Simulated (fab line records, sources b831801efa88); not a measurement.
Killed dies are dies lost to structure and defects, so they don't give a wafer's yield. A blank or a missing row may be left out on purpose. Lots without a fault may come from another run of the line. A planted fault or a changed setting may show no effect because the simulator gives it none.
Problem report in the 8D (eight disciplines) form, filled by code | flow sfq_line | the parts of the form that need people (team, actions taken, sign-off) are left out

1. THE PROBLEM
oes_product_au at SFQ_TRILAYER_M3_BARC_OPEN_METAL_ETCH_100 reads a mean of 0.747 a.u. on 3 wafers of 2 lots; wafers without a fault read 0.685 a.u. with a standard deviation of 0.0049. That is +13 standard deviations from the usual mean.
The step: etches BARC in O2, target depth 125 nm, time 41.7 s.
First seen on wafer L558.5, day 39 17:19, on rie_metal-01. The record holds 18 wafers of 6 lots with a number at this step. Rule for "out", or "out of limits": more than 4 standard deviations from the usual mean. The other wafers with a number count as sound.

2. WHAT IT IS AND WHAT IT IS NOT
question                    | is                           | is not
which readings at this step | oes_product_au, run_length_s | drypump_motor_current_A
which lots                  | L558, L560                   | L549, L551, L561, L569
which wafers of those lots  | L558.5, L560.2, L560.5       | L558.3, L558.4, L560.4
read on which tools         | rie_metal-01                 | rie_metal-04
when                        | from day 39 17:19            | up to then (8 sound wafers); but 7 sound wafers of L560, L561, L569 came after

3. SUSPECTS, AND WHAT RULES EACH OUT
Counting: a tool at a process step up to the reading stays a suspect if it ran every lot that is out. Sound lots after the first of them don't rule it out here, since some wafers of a struck lot are sound.
- pvd_sputter-06 at SFQ_TRILAYER_M3_DEP_SPUTTER_073 (material Nb, target thk 200 nm, time 133.3 s): kept. It ran every lot that is out, first L558 (day 34 00:10); its last sound lot up to then is L551 (day 31 11:47).
- rie_metal-01 at SFQ_TRILAYER_M3_BARC_OPEN_METAL_ETCH_100 (etches BARC in O2, target depth 125 nm, time 41.7 s): kept. It ran every lot that is out, first L558 (day 39 17:19); its last sound lot up to then is L551 (day 36 19:43). Its own readings are out on those wafers: oes_product_au, run_length_s.
Left after counting: pvd_sputter-06 at SFQ_TRILAYER_M3_DEP_SPUTTER_073, rie_metal-01 at SFQ_TRILAYER_M3_BARC_OPEN_METAL_ETCH_100.

4. THE CAUSE (what the simulator had put in)
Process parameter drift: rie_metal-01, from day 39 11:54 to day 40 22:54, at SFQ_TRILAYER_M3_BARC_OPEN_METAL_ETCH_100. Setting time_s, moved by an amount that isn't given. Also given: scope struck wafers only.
Counting left 2 suspects, and this tool is among them.

5. THE CHAIN OF EFFECTS, in route order
Each row: a reading whose mean over the struck wafers that have a number lies more than 3 standard deviations from the usual. Only readings for which the record gives a usual standard deviation are gone through. hours: the time from each lot's start at the first step in this table that gives one to its start at this step, as a median over the lots. sigmas: the change in usual standard deviations.
hours | step                                     | reading        | usual      | on struck wafers | change | sigmas
0     | SFQ_TRILAYER_M3_BARC_OPEN_METAL_ETCH_100 | oes_product_au | 0.685 a.u. | 0.747            | +0.062 | +13
0     | SFQ_TRILAYER_M3_BARC_OPEN_METAL_ETCH_100 | run_length_s   | 70.4 s     | 65.5             | -4.9   | -5.6
The process steps in it:
- SFQ_TRILAYER_M3_BARC_OPEN_METAL_ETCH_100: etches BARC in O2, target depth 125 nm, time 41.7 s.

6. WHAT WOULD HAVE CAUGHT IT SOONER
In this record the first reading out of limits was taken at day 39 17:19, 5 hours after the fault began at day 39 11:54.
